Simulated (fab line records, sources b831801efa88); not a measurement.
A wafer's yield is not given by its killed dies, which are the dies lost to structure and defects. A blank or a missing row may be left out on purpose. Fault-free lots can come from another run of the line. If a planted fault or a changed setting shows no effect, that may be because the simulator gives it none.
The tool behind it: which one?	flow sky130	15 lots, 45 wafers sampled, at 1 step of a route of 708

## WHAT THE GAUGES READ, wafer by wafer
The record holds no reading of a measuring or inspecting step that can be judged against a usual standard deviation.

## WHAT TOOL EACH LOT RAN ON (gives the tool, then ch and the chambers of the sampled wafers, and finally the start)
lot	SKY_LDD_LDN_EXPOSE_04
L229	iline-stepper-02 ch 0, day 22 08:26
L231	iline-stepper-02 ch 0, day 23 19:31
L234	iline-stepper-01 ch 0, day 24 12:23
L235	iline-stepper-02 ch 0, day 24 21:29
L237	iline-stepper-02 ch 0, day 25 08:40
L238	iline-stepper-02 ch 0, day 25 23:25
L239	iline-stepper-01 ch 0, day 26 11:43
L240	iline-stepper-01 ch 0, day 27 18:02
L242	iline-stepper-02, day 27 18:21
L243	iline-stepper-02, day 27 19:36
L245	iline-stepper-01, day 28 01:55
L244	iline-stepper-01 ch 0, day 28 06:31
L250	iline-stepper-02 ch 0, day 29 15:27
L251	iline-stepper-02 ch 0, day 30 01:25
L252	iline-stepper-02 ch 0, day 30 09:31
- SKY_LDD_LDN_EXPOSE_04: exposes mask LDNTM, target cd 700 nm.

## AS READ BY THE TOOLS THEMSELVES (means over the sampled wafers that have a number; for cases with no such wafer, the mark the record gives instead)
SKY_LDD_LDN_EXPOSE_04. Usual: exposure-dose-mJ-cm2 140.00, standard deviation 0.14; focus-offset-nm -0.1 nm, standard deviation 0.53.
lot	tool	exposure-dose-mJ-cm2	focus-offset-nm (nm)	flag
L229	iline-stepper-02	140.04	0.5	
L231	iline-stepper-02	139.81	-0.2	
L234	iline-stepper-01	140.22	-0.2	
L235	iline-stepper-02	139.83	0.4	
L237	iline-stepper-02	139.85	-0.0	
L238	iline-stepper-02	140.18	-0.7	
L239	iline-stepper-01	140.03	0.2	
L240	iline-stepper-01	139.97	-0.5	
L242	iline-stepper-02	-	-	OFF
L243	iline-stepper-02	-	-	OFF
L245	iline-stepper-01	-	-	OFF
L244	iline-stepper-01	140.02	-0.6	
L250	iline-stepper-02	140.01	0.6	
L251	iline-stepper-02	140.08	-0.3	
L252	iline-stepper-02	139.92	0.5	

## THE ANSWER, worked out from the rows above alone
Rule: a lot counts as off when the mean over its wafers that have a number is more than 3 standard deviations away from the usual mean. A lot without any number at a reading at which 4 lots or more have one is off too. The other lots that the step has rows for count as sound. After the gauges, taken in route order, come the tools' own readings; for these a lot's mean is taken, as printed above. At the first step where some lot is off, the reading lying furthest off is the one used; lots without a number count as furthest.
Off: L242, L243, L245, at SKY_LDD_LDN_EXPOSE_04 (exposure-dose-mJ-cm2). Without a number there: L242, L243, L245.
If a tool, at that step or one of the process steps before it, ran each lot that is off and ran no sound lot following the first of them, it fits. No candidate that was tried fits.

## WHAT THE SIMULATOR HAD INSERTED
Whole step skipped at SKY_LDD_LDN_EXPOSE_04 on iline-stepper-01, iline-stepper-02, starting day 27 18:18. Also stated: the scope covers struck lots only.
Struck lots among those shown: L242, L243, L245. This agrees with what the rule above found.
